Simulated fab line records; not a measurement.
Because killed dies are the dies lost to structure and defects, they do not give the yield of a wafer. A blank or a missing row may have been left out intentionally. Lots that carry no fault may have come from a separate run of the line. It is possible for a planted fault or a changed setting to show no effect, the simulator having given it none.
fab line records	flow gf180mcu
record lots=13	wafers=39	lastDay=34
route steps=602 shown DUAL_GATE@143 CONTACT@302 V1@337
lots that met no fault: from a run of the same line without faults
startH: hours from the record's first day to the start of the lot's first wafer shown	waitH: time in hours since the lot's previous step	" unchanged from the row above	L1.1+2: several wafers, shown together as one row	- no value, or no start given	* or withheld: withheld	< > ~ a bound
route shown NAME@n: a module of which the file shows steps, and the number in the route of the first	usual: the fault-free wafers' mean and standard deviation	same: alike in all rows	chamber/n: place in a boat	sites: per-site readings	_std_site: standard deviation across them	_edge_site: outer sites' mean less inner sites'	radiusMm: for every site, how far away it sits from the centre of the wafer	mask NAME#n: copy n	behind: the last tool/chamber to shape the wafer	hold: why the lot was held/for how many hours/how that ended	device: which transistor (n, p or np) failed to switch	end of line: at the end of the route, the tests of the same wafers	step lacking rows: just its recipe	killed: dies lost to structure and defects at the first sort, not the wafer's yield	map: per-die view of a wafer (x killed, . not killed, _ where there is no die)
set.NAME: the run value of the setting; set.NAME@STEP: its run value at that earlier step	model.NAME: the simulator's own value behind a step, which no gauge read
route steps across a sampled set of lots; one table per step, one row per wafer
services: from which hour (startH, from the record's first day; less than 0 if before it) a tool's chamber was out of use, for how many hours, and why
## steps
# step GF_DUAL_GATE_OXIDATION_02
# recipe tempC=900	ambient=O2	stabiliseS=600	purgeS=300	targetThkA=108.87	oxTimeS=1602
# usual oxTimeS=1602/0	spikeTcCentreC=900.5/1.6	zonePowerCentrePct=19/4.3
# same purgeS=300	stabiliseS=600
lot.wafer	tool	chamber	startH	waitH	oxTimeS	spikeTcCentreC	zonePowerCentrePct
L607.1	furnace-01	0	155.41	0.5	1602	902.3	15
L607.3	"	0	"	"	1602	902.4	15
L607.5	"	0	"	"	1602	902.4	15
L608.2	furnace-01	0	162.90	1.0	1602	899.9	15
L608.3	"	0	"	"	1602	901.2	15
L608.5	"	0	"	"	1602	901.9	15
L609.3	furnace-01	0	166.71	0.0	1602	899.8	15
L609.5	"	0	"	"	1602	901.7	15
L609.6	"	0	"	"	1602	902.0	15
L610.3	furnace-01	0	176.27	1.1	1602	900.3	15
L610.4	"	0	"	"	1602	902.3	15
L610.6	"	0	"	"	1602	901.9	15
L613.3	furnace-01	0	196.54	0.8	1602	901.9	15
L613.4	"	0	"	"	1602	901.4	15
L613.5	"	0	"	"	1602	902.5	15
L614.1	furnace-02	0	204.71	0.4	1602	899.2	23
L614.3	"	0	"	"	1602	899.7	24
L614.6	"	0	"	"	1602	899.7	23
L616.1	furnace-01	0	231.93	0.5	1602	903.4	15
L616.3	"	0	"	"	1602	900.6	15
L616.6	"	0	"	"	1602	901.0	15
L618.3	furnace-02	0	242.95	0.0	1922.4	897.8	24
L618.4	"	0	"	"	1922.4	898.0	23
L618.5	"	0	"	"	1922.4	899.8	24
L619.1	furnace-02	0	244.39	0.2	1922.4	900.2	23
L619.5	"	0	"	"	1922.4	897.7	23
L619.6	"	0	"	"	1922.4	899.8	23
L626.1	furnace-01	0	296.55	0.0	1602	901.8	15
L626.2	"	0	"	"	1602	902.0	15
L626.4	"	0	"	"	1602	902.1	15
L627.2	furnace-01	0	298.00	0.8	1602	900.3	15
L627.4	"	0	"	"	1602	901.8	15
L627.6	"	0	"	"	1602	901.3	15
L628.3	furnace-01	0	299.44	0.9	1602	900.3	15
L628.4	"	0	"	"	1602	903.0	15
L628.5	"	0	"	"	1602	900.2	15
L630.2	furnace-02	0	313.50	0.0	1602	897.9	24
L630.3	"	0	"	"	1602	899.1	24
L630.5	"	0	"	"	1602	898.5	23
# step GF_DUAL_GATE_THK_MEAS_03
# recipe reads=SiO2_of_DUAL_GATE_OXIDATION_02
# usual DUAL_GATE_OXIDATION_00_THK=10.94/0.17
lot.wafer	tool	chamber	startH	waitH	DUAL_GATE_OXIDATION_00_THK[nm]
L607.1	filmMetro-02	-	156.86	0.0	10.83
L607.3	"	-	"	"	11.09
L607.5	"	-	"	"	10.87
L608.2	filmMetro-02	-	164.36	0.0	10.91
L608.3	"	-	"	"	10.86
L608.5	"	-	"	"	11.08
L609.3	filmMetro-02	-	168.18	0.0	11.15
L609.5	"	-	"	"	11.30
L609.6	"	-	"	"	10.95
L610.3	filmMetro-03	-	177.74	0.0	11.06
L610.4	"	-	"	"	10.93
L610.6	"	-	"	"	11.21
L613.3	filmMetro-04	-	198.00	0.0	10.79
L613.4	"	-	"	"	10.74
L613.5	"	-	"	"	10.94
L614.1	filmMetro-02	-	206.16	0.0	10.69
L614.3	"	-	"	"	10.94
L614.6	"	-	"	"	10.66
L616.1	filmMetro-02	-	233.37	0.0	10.93
L616.3	"	-	"	"	10.89
L616.6	"	-	"	"	10.89
L618.3	filmMetro-04	-	244.41	0.0	12.54
L618.4	"	-	"	"	12.37
L618.5	"	-	"	"	12.40
L619.1	filmMetro-03	-	245.84	0.0	12.22
L619.5	"	-	"	"	12.35
L619.6	"	-	"	"	12.28
L626.1	filmMetro-03	-	298.00	0.0	11.15
L626.2	"	-	"	"	11.05
L626.4	"	-	"	"	11.35
L627.2	filmMetro-04	-	299.45	0.0	11.01
L627.4	"	-	"	"	11.10
L627.6	"	-	"	"	11.05
L628.3	filmMetro-04	-	300.91	0.0	10.84
L628.4	"	-	"	"	10.94
L628.5	"	-	"	"	10.80
L630.2	filmMetro-04	-	314.96	0.0	11.17
L630.3	"	-	"	"	11.07
L630.5	"	-	"	"	11.13
# step GF_CONTACT_OVL_MEAS_15
# usual CONTACT_OVL=-5/5.5
lot.wafer	tool	chamber	startH	waitH	CONTACT_OVL[nm]
L607.1	overlay-01	-	356.19	0.1	-13
L607.3	"	-	"	"	-9
L607.5	"	-	"	"	-10
L608.2	overlay-01	-	363.60	0.1	-6
L608.3	"	-	"	"	-8
L608.5	"	-	"	"	-5
L609.3	overlay-02	-	373.71	0.1	-16
L609.5	"	-	"	"	-8
L609.6	"	-	"	"	-11
L610.3	overlay-01	-	380.13	0.1	-5
L610.4	"	-	"	"	-12
L610.6	"	-	"	"	-12
L613.3	overlay-01	-	412.21	0.1	-6
L613.4	"	-	"	"	-6
L613.5	"	-	"	"	-7
L614.1	overlay-01	-	424.44	0.1	-2
L614.3	"	-	"	"	3
L614.6	"	-	"	"	-12
L616.1	overlay-02	-	458.14	0.1	-8
L616.3	"	-	"	"	-7
L616.6	"	-	"	"	-6
L618.3	overlay-02	-	476.10	0.1	7
L618.4	"	-	"	"	8
L618.5	"	-	"	"	-1
L619.1	overlay-02	-	478.19	0.1	1
L619.5	"	-	"	"	0
L619.6	"	-	"	"	8
L626.1	overlay-02	-	537.08	0.1	-9
L626.2	"	-	"	"	-2
L626.4	"	-	"	"	-11
L627.2	overlay-02	-	539.77	0.1	-11
L627.4	"	-	"	"	-16
L627.6	"	-	"	"	-17
L628.3	overlay-02	-	542.18	0.1	3
L628.4	"	-	"	"	-2
L628.5	"	-	"	"	-5
L630.2	overlay-01	-	557.85	0.1	-6
L630.3	"	-	"	"	-8
L630.5	"	-	"	"	-6
# step GF_CONTACT_STRIP_18
# recipe chemistry=O2/N2	powerW=1400	pressureMtorr=1500	platenTempC=250	o2FlowSccm=3000	n2FlowSccm=300	overashFraction=0.5
# usual drypumpMotorCurrentA=5.9/0.54	heaterPowerW=341/35	n2FlowSccm=300.0/0.89	oesProductAu=0.580/0.0047
lot.wafer	tool	chamber	startH	waitH	drypumpMotorCurrentA	heaterPowerW	n2FlowSccm	oesProductAu	rfHoursCounterH
L607.1	plasmaAsher-04	1	356.39	-	4.8	297	299.6	0.579	72
L607.3	"	1	"	"	4.8	285	301.2	0.577	-
L607.5	"	1	"	"	4.8	283	300.2	0.581	-
L608.2	plasmaAsher-01	0	363.79	-	6.5	387	300.1	0.579	66
L608.3	"	0	"	"	6.4	390	301.6	0.573	-
L608.5	"	0	"	"	6.5	378	300.8	0.578	-
L609.3	plasmaAsher-03	1	373.93	-	6.2	362	300.5	0.587	-
L609.5	"	0	"	"	6.2	311	300.4	0.584	-
L609.6	"	1	"	"	6.2	349	298.4	0.581	-
L610.3	plasmaAsher-01	1	380.35	-	5.6	360	298.4	0.576	-
L610.4	"	0	"	"	6.4	377	299.6	0.585	-
L610.6	"	1	"	"	5.6	373	298.4	0.574	-
L613.3	plasmaAsher-01	1	412.43	-	5.7	364	300.3	0.576	-
L613.4	"	0	"	"	6.5	378	299.8	0.584	-
L613.5	"	0	"	"	6.4	389	299.4	0.576	-
L614.1	plasmaAsher-04	1	424.64	-	4.8	284	300.2	0.573	81
L614.3	"	0	"	"	5.7	312	299.4	0.580	-
L614.6	"	0	"	"	5.7	313	300.1	0.579	-
L616.1	plasmaAsher-03	0	458.34	-	6.2	307	299.2	0.577	68
L616.3	"	0	"	"	6.2	318	299.6	0.580	-
L616.6	"	0	"	"	6.2	317	300.6	0.582	-
L618.3	plasmaAsher-03	0	476.32	-	6.2	322	300.6	0.576	-
L618.4	"	1	"	"	6.2	346	298.9	0.579	-
L618.5	"	0	"	"	6.2	309	299.6	0.573	-
L619.1	plasmaAsher-01	0	478.39	-	6.5	385	300.0	0.578	5
L619.5	"	1	"	"	5.6	357	299.0	0.584	-
L619.6	"	0	"	"	6.5	396	300.3	0.578	-
L626.1	plasmaAsher-04	1	537.28	-	4.8	286	300.8	0.574	93
L626.2	"	0	"	"	5.7	305	299.0	0.569	93
L626.4	"	0	"	"	5.7	312	298.1	0.577	-
L627.2	plasmaAsher-01	1	539.97	-	5.7	373	298.2	0.574	11
L627.4	"	1	"	"	5.7	366	298.5	0.578	-
L627.6	"	0	"	"	6.5	389	299.7	0.573	-
L628.3	plasmaAsher-01	1	542.40	-	5.6	376	299.1	0.582	-
L628.4	"	0	"	"	6.5	392	300.6	0.580	-
L628.5	"	1	"	"	5.6	364	298.4	0.595	-
L630.2	plasmaAsher-04	0	558.04	-	5.7	306	299.1	0.585	96
L630.3	"	0	"	"	5.7	302	300.3	0.574	-
L630.5	"	1	"	"	4.8	283	298.6	0.579	-
# step GF_V1_CVD_02
# recipe material=SiO2	targetThkNm=850	precursor=TEOS	tempC=400	timeS=94.851	rfW=600
# usual heaterPowerW=727/110	rfFwdPowerW=595.0/2.2
lot.wafer	tool	chamber	startH	waitH	heaterPowerW	rfFwdPowerW
L607.1	pecvd-04	1	380.89	0.1	727	599.9
L607.3	"	0	"	"	820	596.7
L607.5	"	2	"	"	762	598.0
L608.2	pecvd-03	0	388.00	0.0	664	592.3
L608.3	"	1	"	"	927	593.0
L608.5	"	1	"	"	971	593.6
L609.3	pecvd-03	1	399.74	0.0	845	593.9
L609.5	"	2	"	"	568	593.9
L609.6	"	0	"	"	549	593.7
L610.3	pecvd-04	2	405.43	0.0	835	596.9
L610.4	"	1	"	"	773	598.3
L610.6	"	2	"	"	668	598.9
L613.3	pecvd-03	0	438.08	0.0	569	594.9
L613.4	"	0	"	"	617	596.7
L613.5	"	2	"	"	579	594.4
L614.1	pecvd-03	1	451.30	0.1	850	591.5
L614.3	"	1	"	"	924	591.3
L614.6	"	1	"	"	995	591.7
L616.1	pecvd-01	2	484.42	0.1	747	593.1
L616.3	"	1	"	"	711	592.1
L616.6	"	0	"	"	594	597.9
L618.3	pecvd-04	1	501.81	0.0	729	595.8
L618.4	"	2	"	"	747	595.6
L618.5	"	1	"	"	781	598.1
L619.1	pecvd-04	1	504.63	0.1	748	594.5
L619.5	"	1	"	"	762	596.7
L619.6	"	0	"	"	753	592.7
L626.1	pecvd-04	1	562.03	0.1	654	598.8
L626.2	"	2	"	"	795	596.5
L626.4	"	1	"	"	725	597.8
L627.2	pecvd-04	1	564.08	0.0	649	598.0
L627.4	"	1	"	"	719	598.0
L627.6	"	0	"	"	778	593.0
L628.3	pecvd-01	1	566.11	0.0	692	591.5
L628.4	"	2	"	"	621	594.8
L628.5	"	0	"	"	471	595.1
L630.2	pecvd-04	0	582.90	0.0	674	597.1
L630.3	"	2	"	"	783	598.3
L630.5	"	0	"	"	765	595.5
## services
tool	chamber	startH	hours	kind
pecvd-03	-	136.32	1.1	repair
pecvd-04	-	160.62	14.0	pm
furnace-02	-	176.51	3.1	pm
plasmaAsher-01	-	181.17	1.0	repair
pecvd-04	-	183.30	0.6	repair
plasmaAsher-04	-	211.53	2.8	repair
furnace-01	-	215.89	3.4	pm
furnace-01	-	219.29	2.4	pm
furnace-02	-	222.14	3.6	pm
plasmaAsher-04	-	228.34	2.5	repair
furnace-02	-	256.30	10.7	repair
plasmaAsher-04	-	261.77	2.8	pm
pecvd-04	2	282.96	9.5	repair
pecvd-04	-	306.78	0.7	repair
pecvd-03	-	309.70	5.5	pm
furnace-01	-	385.17	3.9	pm
furnace-02	-	390.34	2.9	pm
plasmaAsher-01	-	421.25	9.0	pm
pecvd-04	-	481.51	6.0	pm
furnace-01	-	496.87	2.8	pm
plasmaAsher-01	-	523.45	5.1	repair
plasmaAsher-01	-	540.08	0.3	repair
furnace-01	-	552.93	3.2	pm
plasmaAsher-01	-	555.45	14.6	pm
## key
firstSign step=GF_DUAL_GATE_OXIDATION_02	reading=oxTimeS	direction=up	sigmas=99+	usual=*	struck=*
effect step=GF_DUAL_GATE_THK_MEAS_03	reading=DUAL_GATE_OXIDATION_00_THK	direction=up	sigmas=8.2	usual=10.94	struck=12.36
metAt GF_DUAL_GATE_OXIDATION_02
struckLots L618,L619
testerLeftOut L618,L619
notActingAt GF_CONTACT_OVL_MEAS_15,GF_CONTACT_STRIP_18,GF_V1_CVD_02
onsetBetween 204.71 242.95
fault kind=processParameterDrift	tool=furnace-02	chamber=-	onsetH=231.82	steps=GF_DUAL_GATE_OXIDATION_02	channel=oxTimeS	offset=*	shape=step	endH=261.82	actsIn=*	stated=*
# testerLeftOut: of these lots the tester's yield and bins aren't shown, on N5 and GAA mostly nor the transistor test; their killed dies are dies lost to structure and defects alone, not to doping, threshold or leakage, so they don't give the yield
